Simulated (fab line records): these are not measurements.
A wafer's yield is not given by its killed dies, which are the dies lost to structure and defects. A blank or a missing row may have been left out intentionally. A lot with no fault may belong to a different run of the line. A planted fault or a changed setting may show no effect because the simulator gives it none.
Which tool is to blame?    flow gf180mcu    14 lots with 42 wafers sampled at 3 steps, on a route of 602 steps

WHAT EACH GAUGE READ, for each wafer
GF_HV_LDD_OVL_MEAS_08.
lot   measured      on          HV_LDD_OVL (nm)
L815  day 10 09:44  overlay-02  -1.3 -1.2 -2.9
L816  day 10 14:47  overlay-02  -2.2 -0.9 -0.8
L817  day 10 22:53  overlay-02  0.3 -0.9 -0.1
L818  day 11 06:44  overlay-02  -1.2 -0.8 -1.1
L819  day 11 14:17  overlay-02  -0.8 -0.3 -0.8
L820  day 11 16:56  overlay-01  -2.7 -2.2 -4.6
L821  day 12 05:26  overlay-02  0.0 0.2 0.1
L823  day 12 15:58  overlay-01  -1.3 -0.3 -0.9
L825  day 13 06:37  overlay-01  -2.4 -3.7 -1.2
L826  day 13 14:23  overlay-02  -1.2 -0.9 0.9
L827  day 13 22:50  overlay-01  0.5 -1.0 -0.3
L828  day 14 04:46  overlay-01  -1.0 -2.4 -3.1
L829  day 14 12:38  overlay-02  -2.6 -2.3 -2.0
L830  day 14 23:40  overlay-01  -1.4 -2.4 -1.6

GF_HV_LDD_OVL_MEAS_20.
lot   measured      on          HV_LDD_01_OVL (nm)
L815  day 11 03:56  overlay-01  0.0 -0.3 0.0
L816  day 11 09:52  overlay-01  -1.4 -1.2 -1.4
L817  day 11 17:38  overlay-02  1.7 0.1 0.1
L818  day 12 02:11  overlay-02  2.0 0.9 1.9
L819  day 12 09:44  overlay-02  -0.8 -0.3 0.5
L820  day 12 12:32  overlay-02  2.1 0.8 0.5
L821  day 13 01:11  overlay-01  0.5 0.7 1.6
L823  day 13 11:55  overlay-02  -1.9 -1.7 -2.2
L825  day 14 03:14  overlay-02  0.0 0.1 -0.1
L826  day 14 11:06  overlay-01  -3.9 -3.5 -1.6
L827  day 14 19:46  overlay-02  2.1 1.1 1.4
L828  day 15 02:43  overlay-01  -1.7 0.4 -1.7
L829  day 15 10:35  overlay-01  -2.1 -1.4 -2.4
L830  day 15 21:56  overlay-02  -1.4 -0.8 -0.7

GF_HV_LDD_CD_MEAS_46: the cd target is 400 nm.
lot   measured      on         cd nm (nm)
L815  day 12 18:02  cd sem-01  400.0 400.7 399.1
L816  day 13 00:58  cd sem-02  398.2 398.6 399.7
L817  day 13 09:39  cd sem-01  399.4 400.0 398.4
L818  day 13 18:54  cd sem-02  398.8 400.3 397.3
L819  day 14 02:50  cd sem-01  395.4 398.3 397.2
L820  day 14 06:31  cd sem-02  400.0 399.8 400.9
L821  day 14 18:46  cd sem-02  398.1 402.2 401.3
L823  day 15 07:10  cd sem-01  403.4 404.4 402.2
L825  day 15 23:01  cd sem-01  398.6 398.6 397.3
L826  day 16 07:16  cd sem-01  398.4 396.5 395.0
L827  day 16 16:34  cd sem-02  401.0 402.2 402.4
L828  day 16 23:54  cd sem-02  399.0 397.0 398.4
L829  day 17 08:55  cd sem-02  397.5 397.3 399.2
L830  day 17 20:57  cd sem-01  399.8 399.5 398.4

EACH LOT AND THE TOOL THAT RAN IT (in order: tool; ch and the chambers of the sampled wafers; start)
Before these readings, the record contains no process step.

WHAT THE TOOLS THEMSELVES READ (means of the sampled wafers that have a number; where no wafer has one, the mark that the record gives instead)
The record holds no such reading with a usual standard deviation.

THE ANSWER, worked out from the rows above alone
Rule: what is usual is taken from the lots themselves. The widest of any qualifying gaps counts: lots, ordered by their means at a reading, are off when they make up no more than a third of the lots, leave a main group of 4 or more, and stand apart from it by 3 or more times the standard deviation of that group's means. Not used: any main group whose means are identical at the precision the tables above print for the reading. Also off: a lot with no number at a reading for which 4 or more lots have one. Any other lot the step has rows for is counted as sound. Order of review: gauges by route order, followed by the tools' own readings, for which a lot's mean as printed above is used. At the first step where some lot is off, the reading lying furthest off is the one used; lots without a number count as furthest.
None of the lots is off at any reading shown; this tells nothing.

WHAT THE SIMULATOR HAD INSERTED
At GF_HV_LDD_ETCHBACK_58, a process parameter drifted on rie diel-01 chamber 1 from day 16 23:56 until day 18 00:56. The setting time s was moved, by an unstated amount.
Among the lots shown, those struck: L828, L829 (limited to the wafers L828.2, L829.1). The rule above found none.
